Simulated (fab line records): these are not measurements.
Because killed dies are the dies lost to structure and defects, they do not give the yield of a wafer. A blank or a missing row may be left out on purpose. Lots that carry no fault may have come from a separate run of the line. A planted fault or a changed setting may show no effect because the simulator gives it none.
What tool caused it? ; flow sky130 ; Sampling: 13 lots, 39 wafers, 4 of 708 route steps

WHAT EACH GAUGE READ, for each wafer
SKY_LDD_P_TW_MEAS_11. Usual: for LDD_P_TW the level is 635 and the standard deviation is 4.9.
lot;measured;on;LDD_P_TW;flag
L548;day 18 08:55;film metro-03;639 637 634;
L549;day 18 23:50;film metro-02;637 638 638;
L551;day 19 20:38;film metro-02;635 639 633;
L553;day 21 06:59;film metro-02;641 641 639;
L554;day 21 16:25;film metro-01;632 631 629;
L555;day 21 20:25;film metro-02;638 640 641;
L556;day 22 12:34;film metro-02;643 635 632;
L558;day 22 18:17;film metro-03;633 634 631;
L561;day 23 19:02;film metro-03;639 636 634;
L562;day 24 01:44;film metro-01;30 30 30;OFF
L568;day 26 22:56;film metro-01;631 625 627;
L570;day 27 16:29;film metro-02;640 635 637;
L571;day 27 23:22;film metro-01;630 629 630;

SKY_LDD_HVN_OVL_MEAS_07. Usual: for LDD_HVN_OVL the level is -1.3 nm and the standard deviation is 1.9.
lot;measured;on;LDD_HVN_OVL (nm);flag
L548;day 19 15:46;overlay-02;-0.7 1.5 1.1;
L549;day 20 06:35;overlay-01;-4.6 -2.6 -4.6;
L551;day 21 03:07;overlay-02;-1.7 -1.6 -0.2;
L553;day 22 12:42;overlay-02;-0.8 0.3 0.7;
L554;day 22 22:16;overlay-01;1.2 -0.1 0.7;
L555;day 23 02:25;overlay-01;-1.5 -0.5 -1.5;
L556;day 23 17:43;overlay-01;-2.1 -2.0 -2.3;
L558;day 24 00:28;overlay-01;-2.1 -2.1 -0.1;
L561;day 25 00:00;overlay-01;-4.0 -4.7 -4.2;
L562;day 25 06:59;overlay-02;4.4 4.7 3.8;
L568;day 28 03:16;overlay-02;-0.7 -2.2 -1.6;
L570;day 28 20:04;overlay-02;-2.1 -4.3 -2.4;
L571;day 29 02:04;overlay-01;-3.1 -2.4 -2.3;

WHICH TOOL RAN EACH LOT (tool, then ch and the chambers of the sampled wafers, then the start)
lot;SKY_LDD_N_STRIP_16;SKY_LDD_P_STRIP_10
L548;plasma asher-02 ch 0,1, day 17 03:01;plasma asher-02 ch 0,1, day 18 08:49
L549;plasma asher-03 ch 0,1, day 17 17:08;plasma asher-02 ch 0,1, day 18 23:45
L551;plasma asher-04 ch 0,1, day 18 13:34;plasma asher-03 ch 0,1, day 19 20:32
L553;plasma asher-03 ch 0,1, day 20 00:02;plasma asher-02 ch 0,1, day 21 06:54
L554;plasma asher-02 ch 0,1, day 20 10:18;plasma asher-02 ch 0,1, day 21 16:19
L555;plasma asher-02 ch 0,1, day 20 13:57;plasma asher-02 ch 0,1, day 21 20:19
L556;plasma asher-02 ch 0,1, day 21 05:18;plasma asher-02 ch 0,1, day 22 12:28
L558;plasma asher-04 ch 0,1, day 21 11:46;plasma asher-02 ch 0,1, day 22 18:12
L561;plasma asher-02 ch 0,1, day 22 12:59;plasma asher-03 ch 0,1, day 23 18:57
L562;plasma asher-02 ch 0,1, day 22 19:34;plasma asher-03 ch 0,1, day 24 01:38
L568;plasma asher-04 ch 0,1, day 25 16:59;plasma asher-03 ch 0,1, day 26 22:51
L570;plasma asher-04 ch 0,1, day 26 11:34;plasma asher-01 ch 0, day 27 16:22
L571;plasma asher-02 ch 0,1, day 26 19:10;plasma asher-01 ch 0,1, day 27 23:16
- SKY_LDD_N_STRIP_16: strips in O2/N2.
- SKY_LDD_P_STRIP_10: strips in O2/N2.

AS READ BY THE TOOLS THEMSELVES (means over the sampled wafers that have a number; for cases with no such wafer, the mark the record gives instead)
SKY_LDD_N_STRIP_16. Usual: chamber pressure mTorr 1499.9 mTorr, standard deviation 1.3; drypump motor current A 5.89 A, standard deviation 0.3; oes product au 0.408 a.u., standard deviation 0.0048; strip time to endpoint s 4.311 s, standard deviation 0.016.
lot;tool;chamber pressure mTorr (mTorr);drypump motor current A (A);oes product au (a.u.);strip time to endpoint s (s);flag
L548;plasma asher-02;1498.5;5.93;0.411;4.304;
L549;plasma asher-03;1499.7;6.08;0.409;4.300;
L551;plasma asher-04;1500.6;5.68;0.408;4.314;
L553;plasma asher-03;1499.2;5.73;0.406;4.322;
L554;plasma asher-02;1499.2;5.92;0.410;4.316;
L555;plasma asher-02;1500.1;6.05;0.408;4.336;
L556;plasma asher-02;1499.5;6.03;0.404;4.306;
L558;plasma asher-04;1499.0;5.69;0.411;4.299;
L561;plasma asher-02;1498.9;5.94;0.410;4.299;
L562;plasma asher-02;1516.6;5.92;0.593;-;OFF
L568;plasma asher-04;1499.6;5.81;0.412;4.315;
L570;plasma asher-04;1499.0;5.82;0.408;4.313;
L571;plasma asher-02;1500.1;5.93;0.406;4.322;

SKY_LDD_P_STRIP_10. Usual: chamber pressure mTorr 1499.9 mTorr, standard deviation 1.4; drypump motor current A 5.8 A, standard deviation 0.46; oes product au 0.716 a.u., standard deviation 0.0041; strip time to endpoint s 14.18 s, standard deviation 0.034.
lot;tool;chamber pressure mTorr (mTorr);drypump motor current A (A);oes product au (a.u.);strip time to endpoint s (s);flag
L548;plasma asher-02;1500.0;6.0;0.716;14.21;
L549;plasma asher-02;1499.9;6.1;0.715;14.15;
L551;plasma asher-03;1500.9;6.1;0.712;14.18;
L553;plasma asher-02;1500.1;6.0;0.717;14.18;
L554;plasma asher-02;1500.2;6.0;0.717;14.18;
L555;plasma asher-02;1499.8;6.0;0.716;14.18;
L556;plasma asher-02;1499.9;5.9;0.715;14.14;
L558;plasma asher-02;1499.4;6.0;0.716;14.22;
L561;plasma asher-03;1498.2;6.1;0.718;14.17;
L562;plasma asher-03;1500.0;6.1;0.715;17.83;OFF
L568;plasma asher-03;1500.3;6.1;0.714;14.19;
L570;plasma asher-01;1498.7;5.1;0.717;14.16;
L571;plasma asher-01;1499.5;5.1;0.716;14.15;

THE ANSWER, worked out from the rows above alone
Rule: take the mean of a lot's wafers that have a number; if it is more than 3 standard deviations from the usual mean, the lot is off. Also off: a lot with no number at a reading for which 4 or more lots have one. Where the step has rows for the other lots, those lots are counted as sound. First the gauges in route order, then the tools' own readings, where a lot's mean is used as printed above. At the first step where some lot is off, the reading lying furthest off is the one used; lots without a number count as furthest.
Off: at SKY_LDD_P_TW_MEAS_11 (LDD_P_TW), L562.
A tool fits if, at a process step before that reading, it ran every lot that is off, and no sound lot after the first of them. Not tried: the gauges at SKY_LDD_P_TW_MEAS_11; whatever is off there is also off at SKY_LDD_N_STRIP_16, on other tools, and gauge error can't account for it. None of those tried fits.

WHAT THE SIMULATOR HAD INSERTED
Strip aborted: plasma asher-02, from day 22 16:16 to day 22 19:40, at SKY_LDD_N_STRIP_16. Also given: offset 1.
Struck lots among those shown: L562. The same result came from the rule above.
